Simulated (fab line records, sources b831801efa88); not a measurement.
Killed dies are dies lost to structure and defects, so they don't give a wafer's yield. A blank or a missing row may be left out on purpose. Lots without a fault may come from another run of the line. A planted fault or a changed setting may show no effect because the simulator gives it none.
One fault seen from 2 desks | flow gf180mcu | each desk has only its own numbers; what lay behind them comes last

THE METROLOGY DESK
What the gauges read, lot by lot, whatever tool the lot ran on: means of the sampled wafers that have a number. A lot is out of limits, marked OUT, if its mean lies more than 4 standard deviations from the usual mean; the brackets give that distance.
Columns: A = CONTACT_W_RS at GF_CONTACT_RS_MEAS_25, usual 0.380 ohm/sq; B = CONTACT_W_THK at GF_CONTACT_THK_MEAS_26, usual 288 nm
lot  | first seen here | A                | B
L824 | day 16 13:56    | 0.377            | 291
L827 | day 17 18:22    | 0.325 (-9.0) OUT | 337 (+10) OUT
L829 | day 18 09:55    | 0.324 (-9.2) OUT | 343 (+11) OUT
L835 | day 20 12:12    | 0.380            | 290
L838 | day 21 16:06    | 0.373            | 290
L839 | day 22 07:50    | 0.380            | 285
L840 | day 22 23:44    | 0.375            | 289
L843 | day 23 17:16    | 0.387            | 286
L842 | day 23 18:11    | 0.385            | 282
L844 | day 23 21:01    | 0.377            | 292
L845 | day 24 11:39    | 0.383            | 283
L846 | day 24 13:59    | 0.385            | 281
This desk's finding: out of limits on L827, L829; first on L827, day 17 18:22 (CONTACT_W_RS at GF_CONTACT_RS_MEAS_25). In limits: L824, L835, L838, L839, L840, L843, L842, L844, L845, L846.

THE TOOL OWNER'S DESK: cvd_w-02
The tool's own readings at GF_CONTACT_CVD_24 (deposits W, target thk 300 nm, time 90.339 s): means of the sampled wafers that have a number, for each lot that ran on this tool. A lot is out of limits, marked OUT, if its mean lies more than 4 standard deviations from the usual mean; the brackets give that distance.
Columns: A = heater_power_w at GF_CONTACT_CVD_24, usual 932 W
lot  | first seen here | A
L824 | day 16 13:50    | 886
L827 | day 17 18:16    | 900
L829 | day 18 09:47    | 886
L835 | day 20 12:01    | 800
L838 | day 21 15:59    | 905
L839 | day 22 07:43    | 797
L840 | day 22 23:38    | 880
L844 | day 23 20:55    | 850
This desk's finding: nothing out of limits on any of the 8 lots.

PUT TOGETHER
The metrology desk could have raised an alarm at day 17 18:22, on L827, L829.
The tool owner's desk saw nothing out of limits.
The tool owner's desk has L827, L829 on record, within its limits.
Of the lots named, all ran GF_CONTACT_CVD_24 on cvd_w-02.

WHAT THE SIMULATOR HAD PUT IN
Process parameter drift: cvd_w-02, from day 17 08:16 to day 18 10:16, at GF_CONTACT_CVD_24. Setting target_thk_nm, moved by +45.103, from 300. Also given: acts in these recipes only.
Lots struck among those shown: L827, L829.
Hours from the fault's start to each desk's first reading out of limits: the metrology desk, 10.
